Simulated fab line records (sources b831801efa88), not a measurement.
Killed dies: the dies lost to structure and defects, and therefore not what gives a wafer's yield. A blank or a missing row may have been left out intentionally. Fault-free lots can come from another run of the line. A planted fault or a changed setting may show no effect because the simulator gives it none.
Matching of chambers    flow gf180mcu    4 sister chambers for GF_V4_CMP_26 on cmp-02
The step polishes, stops on SiO2, t overpolish 15 s, target thk 0 nm. 4 wafers are shown with their chamber, then 11 later ones without.

## WAFERS WITH THEIR CHAMBER
wafer   chamber  motor_current_A (A)
L082.5  2        10.9
L083.1  1        12.5
L083.5  0        12.0
L084.1  3        14.6

## WAFERS WITHOUT THEIR CHAMBER
wafer   motor_current_A (A)
L084.3  11.9
L084.4  11.4
L085.3  10.8
L085.5  12.8
L085.6  11.9
L087.3  11.4
L087.4  11.0
L087.5  14.3
L097.1  11.7
L097.2  11.4
L097.4  13.9

## WHICH CHAMBER EACH WENT THROUGH
wafer    from the rows above            in truth
L084.3   can't be placed: 0 or 1        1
L084.4   can't be placed: 2 or 0 or 1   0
L085.3   2                              2
L085.5   can't be placed: 1 or 0        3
L085.6   can't be placed: 0 or 1        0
L087.3   can't be placed: 2 or 0 or 1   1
L087.4   2                              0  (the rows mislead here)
L087.5   3                              3
L097.1   can't be placed: 0 or 2 or 1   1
L097.2   can't be placed: 2 or 0 or 1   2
L097.4   can't be placed: 3 or 1        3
Correctly placed: 2 of 11. These rows do not allow placing 8 (true chamber among the candidates in 7). 1 placed wrongly.
How it was worked out, from the rows above alone: a wafer's distance from a chamber is the root of the sum, over the readings, of the square of ((its reading less the chamber's mean) divided by the reading's scatter). The wafer belongs to the nearest chamber; if the next one is less than 2 further off, it can't be placed. Each chamber's mean is taken over the wafers shown for it. The scatter: with one shown wafer a chamber, the root of the mean of the squares of how far each hidden wafer lies from its nearest shown one.
